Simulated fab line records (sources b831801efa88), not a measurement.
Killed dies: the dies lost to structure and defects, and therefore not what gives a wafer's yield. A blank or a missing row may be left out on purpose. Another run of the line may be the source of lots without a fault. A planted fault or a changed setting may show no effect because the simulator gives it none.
Matching of chambers / flow sky130 / SKY_VIA3_CMP_24 on cmp-01 has 4 sister chambers
The step polishes, stops on SiO2, t overpolish 20 s, target thk 0 nm. 4 wafers are shown with their chamber, then 7 later ones without.

## EACH WAFER AND ITS CHAMBER
wafer=L223.4; chamber=1; motor_current_A (A)=10.4
wafer=L223.6; chamber=3; motor_current_A (A)=12.7
wafer=L225.4; chamber=0; motor_current_A (A)=9.7
wafer=L225.5; chamber=2; motor_current_A (A)=12.3

## WAFERS WHOSE CHAMBER IS MISSING
wafer=L225.6; motor_current_A (A)=13.7
wafer=L222.2; motor_current_A (A)=13.7
wafer=L222.4; motor_current_A (A)=11.8
wafer=L222.5; motor_current_A (A)=10.0
wafer=L230.1; motor_current_A (A)=9.4
wafer=L230.2; motor_current_A (A)=12.7
wafer=L230.5; motor_current_A (A)=9.7

## WHICH CHAMBER EACH ONE RAN IN
wafer=L225.6; from the rows above=can't be placed: 3 or 2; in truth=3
wafer=L222.2; from the rows above=can't be placed: 3 or 2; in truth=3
wafer=L222.4; from the rows above=can't be placed: 2 or 3 or 1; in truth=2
wafer=L222.5; from the rows above=can't be placed: 0 or 1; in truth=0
wafer=L230.1; from the rows above=can't be placed: 0 or 1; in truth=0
wafer=L230.2; from the rows above=can't be placed: 3 or 2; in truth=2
wafer=L230.5; from the rows above=can't be placed: 0 or 1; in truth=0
Correctly placed: 0 of 7. These rows do not allow placing 7 (true chamber among the candidates in 7). Wrongly placed: 0.
How it was worked out, from the rows above alone: a wafer's distance from a chamber is the root of the sum, over the readings, of the square of ((its reading less the chamber's mean) divided by the reading's scatter). The wafer belongs to the nearest chamber; if the next one is less than 2 further off, it can't be placed. For every chamber, the mean is computed from those of its wafers that are shown. The scatter: root of mean squared gap, hidden wafer to nearest shown wafer, with one shown wafer a chamber.
